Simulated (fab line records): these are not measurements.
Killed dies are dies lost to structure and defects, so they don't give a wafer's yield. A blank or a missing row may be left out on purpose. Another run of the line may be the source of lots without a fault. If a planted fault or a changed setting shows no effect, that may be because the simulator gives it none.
Which of the tools did it? || flow gf180mcu || 11 lots, 33 wafers sampled, at 2 steps of a route of 602

== WHAT EACH GAUGE READ, for each wafer ==
GF_V4_RS_MEAS_24: a four-point-probe measurement.
{"lot": "L240", "measured": "day 24 09:52", "on": "filmMetro-01", "V4_W_RS (ohm/sq)": "0.326 0.325 0.324"}
{"lot": "L242", "measured": "day 24 23:11", "on": "filmMetro-04", "V4_W_RS (ohm/sq)": "0.331 0.334 0.332"}
{"lot": "L244", "measured": "day 25 16:00", "on": "filmMetro-01", "V4_W_RS (ohm/sq)": "0.326 0.327 0.325"}
{"lot": "L247", "measured": "day 26 21:53", "on": "filmMetro-04", "V4_W_RS (ohm/sq)": "0.324 0.321 0.325"}
{"lot": "L249", "measured": "day 27 09:23", "on": "filmMetro-03", "V4_W_RS (ohm/sq)": "0.324 0.328 0.323"}
{"lot": "L251", "measured": "day 28 08:55", "on": "filmMetro-01", "V4_W_RS (ohm/sq)": "0.322 0.320 0.325"}
{"lot": "L254", "measured": "day 28 23:52", "on": "filmMetro-04", "V4_W_RS (ohm/sq)": "0.323 0.323 0.325"}
{"lot": "L256", "measured": "day 29 15:09", "on": "filmMetro-04", "V4_W_RS (ohm/sq)": "0.318 0.315 0.317"}
{"lot": "L255", "measured": "day 29 18:34", "on": "filmMetro-01", "V4_W_RS (ohm/sq)": "0.312 0.311 0.312"}
{"lot": "L261", "measured": "day 31 03:58", "on": "filmMetro-01", "V4_W_RS (ohm/sq)": "0.327 0.325 0.325"}
{"lot": "L262", "measured": "day 31 04:38", "on": "filmMetro-01", "V4_W_RS (ohm/sq)": "0.332 0.327 0.333"}

== WHAT TOOL EACH LOT RAN ON (gives the tool, then ch and the chambers of the sampled wafers, and finally the start) ==
{"lot": "L240", "GF_V4_CVD_23": "cvdW-02 ch 1, day 24 09:38"}
{"lot": "L242", "GF_V4_CVD_23": "cvdW-02 ch 1, day 24 22:58"}
{"lot": "L244", "GF_V4_CVD_23": "cvdW-01 ch 0,1, day 25 15:53"}
{"lot": "L247", "GF_V4_CVD_23": "cvdW-01 ch 0,1, day 26 21:46"}
{"lot": "L249", "GF_V4_CVD_23": "cvdW-02 ch 0,1, day 27 09:15"}
{"lot": "L251", "GF_V4_CVD_23": "cvdW-01 ch 0,1, day 28 08:47"}
{"lot": "L254", "GF_V4_CVD_23": "cvdW-01 ch 0,1, day 28 23:45"}
{"lot": "L256", "GF_V4_CVD_23": "cvdW-02 ch 0,1, day 29 15:02"}
{"lot": "L255", "GF_V4_CVD_23": "cvdW-02 ch 0,1, day 29 18:27"}
{"lot": "L261", "GF_V4_CVD_23": "cvdW-01 ch 0,1, day 31 03:50"}
{"lot": "L262", "GF_V4_CVD_23": "cvdW-01 ch 1, day 31 04:31"}
- GF_V4_CVD_23: deposits W, target thk 350 nm, time 104.9 s.

== THE ANSWER, worked out from the rows above alone ==
Rule: the lots themselves supply what counts as usual. The widest of any qualifying gaps counts: lots, ordered by their means at a reading, are off when they make up no more than a third of the lots, leave a main group of 4 or more, and stand apart from it by 3 or more times the standard deviation of that group's means. If all means in a main group match to the digits the tables above print for the reading, that group is not used. Also off: a lot with no number at a reading for which 4 or more lots have one. Where the step has rows for the other lots, those lots are counted as sound.
Across all readings shown, no lot is off: no conclusion can be drawn from this.

== WHAT THE SIMULATOR HAD PUT IN ==
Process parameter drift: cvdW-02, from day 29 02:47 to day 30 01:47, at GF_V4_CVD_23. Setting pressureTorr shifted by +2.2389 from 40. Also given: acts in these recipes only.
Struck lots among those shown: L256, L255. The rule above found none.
